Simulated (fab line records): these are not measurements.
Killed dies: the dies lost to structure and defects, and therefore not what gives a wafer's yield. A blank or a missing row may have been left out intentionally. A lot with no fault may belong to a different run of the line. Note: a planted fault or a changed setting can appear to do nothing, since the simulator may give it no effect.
The tool behind it: which one? :: flow gf180mcu :: at 1 step of a route of 602, 14 lots with 42 wafers sampled

## WHAT THE GAUGES SHOWED, per wafer
GF_VT_IMPLANT_TW_MEAS_32.
lot: L624
measured: day 7 09:14
on: film metro-02
VT_IMPLANT_3_TW: 265.8 266.3 265.8

lot: L625
measured: day 7 19:09
on: film metro-03
VT_IMPLANT_3_TW: 266.4 266.3 267.7

lot: L626
measured: day 7 23:12
on: film metro-02
VT_IMPLANT_3_TW: 265.7 266.6 266.4

lot: L627
measured: day 8 05:24
on: film metro-02
VT_IMPLANT_3_TW: 267.7 267.6 267.2

lot: L628
measured: day 8 12:11
on: film metro-03
VT_IMPLANT_3_TW: 268.4 268.6 266.6

lot: L630
measured: day 9 00:44
on: film metro-04
VT_IMPLANT_3_TW: 268.8 269.5 269.2

lot: L632
measured: day 9 15:03
on: film metro-02
VT_IMPLANT_3_TW: 264.9 263.9 263.8

lot: L634
measured: day 10 03:12
on: film metro-04
VT_IMPLANT_3_TW: 271.7 270.6 270.1

lot: L635
measured: day 10 10:57
on: film metro-03
VT_IMPLANT_3_TW: 268.6 270.0 268.9

lot: L639
measured: day 11 11:44
on: film metro-03
VT_IMPLANT_3_TW: 267.7 268.0 266.5

lot: L640
measured: day 11 20:06
on: film metro-03
VT_IMPLANT_3_TW: 268.3 267.7 267.5

lot: L641
measured: day 12 02:09
on: film metro-03
VT_IMPLANT_3_TW: 267.1 266.7 265.5

lot: L642
measured: day 12 07:45
on: film metro-03
VT_IMPLANT_3_TW: 265.3 267.2 267.3

lot: L645
measured: day 13 05:59
on: film metro-04
VT_IMPLANT_3_TW: 268.4 269.4 269.8

## WHICH TOOL RAN EACH LOT (tool, then ch and the chambers of the sampled wafers, then the start)
The record shows no process step preceding these readings.

## AS READ BY THE TOOLS THEMSELVES (means over the sampled wafers that have a number; for cases with no such wafer, the mark the record gives instead)
The record holds no such reading with a usual standard deviation.

## THE ANSWER, worked out from the rows above alone
Rule: what is usual is taken from the lots themselves. The widest of any qualifying gaps counts: lots, ordered by their means at a reading, are off when they make up no more than a third of the lots, leave a main group of 4 or more, and stand apart from it by 3 or more times the standard deviation of that group's means. A main group whose means are all the same, to the digits that the tables above print for the reading, isn't used. A lot without any number at a reading at which 4 lots or more have one is off too. Where the step has rows for the other lots, those lots are counted as sound. First the gauges in route order, then the tools' own readings, where a lot's mean is used as printed above. The first step at which some lot is off is used, and at that step the reading that is off furthest; a lot without a number counts as furthest.
No lot is off at any reading shown: from this, nothing can be told.

## WHAT THE SIMULATOR PUT IN
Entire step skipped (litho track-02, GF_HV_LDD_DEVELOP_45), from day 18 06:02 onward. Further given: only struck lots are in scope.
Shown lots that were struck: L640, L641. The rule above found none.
